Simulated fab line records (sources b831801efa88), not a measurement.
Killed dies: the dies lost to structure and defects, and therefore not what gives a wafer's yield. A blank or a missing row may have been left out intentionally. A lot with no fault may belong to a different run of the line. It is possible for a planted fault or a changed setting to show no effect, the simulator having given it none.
Matching of chambers    flow gf180mcu    cmp-02 running GF_CONTACT_CMP_27: 4 sister chambers
The step polishes, stops on SiO2, t overpolish 15 s, target thk 0 nm. 16 wafers are shown with their chamber, then 8 later ones without.

== EACH WAFER AND ITS CHAMBER ==
wafer   chamber  motor-current-A (A)  overpolish-run-s (s)  time-to-endpoint-s (s)
L420.1  3        11.6                 14.993                78
L420.2  2        10.2                 14.993                72
L420.3  1        10.8                 14.986                74
L422.2  1        10.7                 15.004                76
L422.4  2        10.8                 15.000                68
L422.5  0        12.9                 14.996                72
L425.2  2        10.6                 14.998                70
L425.5  3        11.2                 15.006                72
L425.6  2        10.4                 15.005                73
L426.2  1        11.6                 14.991                69
L426.3  3        11.0                 15.010                65
L426.5  0        13.2                 15.005                68
L427.1  2        10.3                 14.998                64
L427.3  0        12.6                 15.011                66
L427.5  1        11.1                 15.004                69
L428.3  2        9.8                  15.008                68

SIGNATURES (means of the wafers above)
reading             chamber 0  chamber 1  chamber 2  chamber 3  scatter within a chamber
motor-current-A     12.900     11.050     10.350     11.267     0.348
overpolish-run-s    15.00400   14.99625   15.00033   15.00300   0.00747
time-to-endpoint-s  68.67      72.00      69.17      71.67      4.02
Rule: a wafer lies at a distance from a chamber equal to the root of the sum of squares, over the readings, of (its reading less the chamber's mean, divided by the reading's scatter). The wafer belongs to the nearest chamber; if the next one is less than 2 further off, it can't be placed. How the scatter is found: for the shown wafers, subtract from each reading the mean of its chamber, square and add these, divide the total by (wafers less chambers), then take the root.

== WAFERS WITHOUT THEIR CHAMBER ==
wafer   motor-current-A (A)  overpolish-run-s (s)  time-to-endpoint-s (s)
L428.4  11.1                 14.999                67
L428.5  10.2                 15.002                64
L434.1  10.4                 14.985                75
L434.4  11.9                 14.989                77
L434.6  12.9                 14.999                75
L436.1  10.8                 15.001                72
L436.3  10.6                 14.996                69
L436.4  12.5                 15.000                73

== WHICH CHAMBER EACH WENT THROUGH ==
wafer   from the rows above           in truth
L428.4  can't be placed: 1 or 3 or 2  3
L428.5  can't be placed: 2 or 1       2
L434.1  can't be placed: 1 or 2 or 3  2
L434.4  can't be placed: 1 or 3 or 0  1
L434.6  0                             0
L436.1  can't be placed: 1 or 3 or 2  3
L436.3  can't be placed: 2 or 1 or 3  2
L436.4  can't be placed: 0 or 3       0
Placed correctly: 1 of 8. These rows do not allow placing 7 (true chamber among the candidates in 7). Placed wrongly: 0.
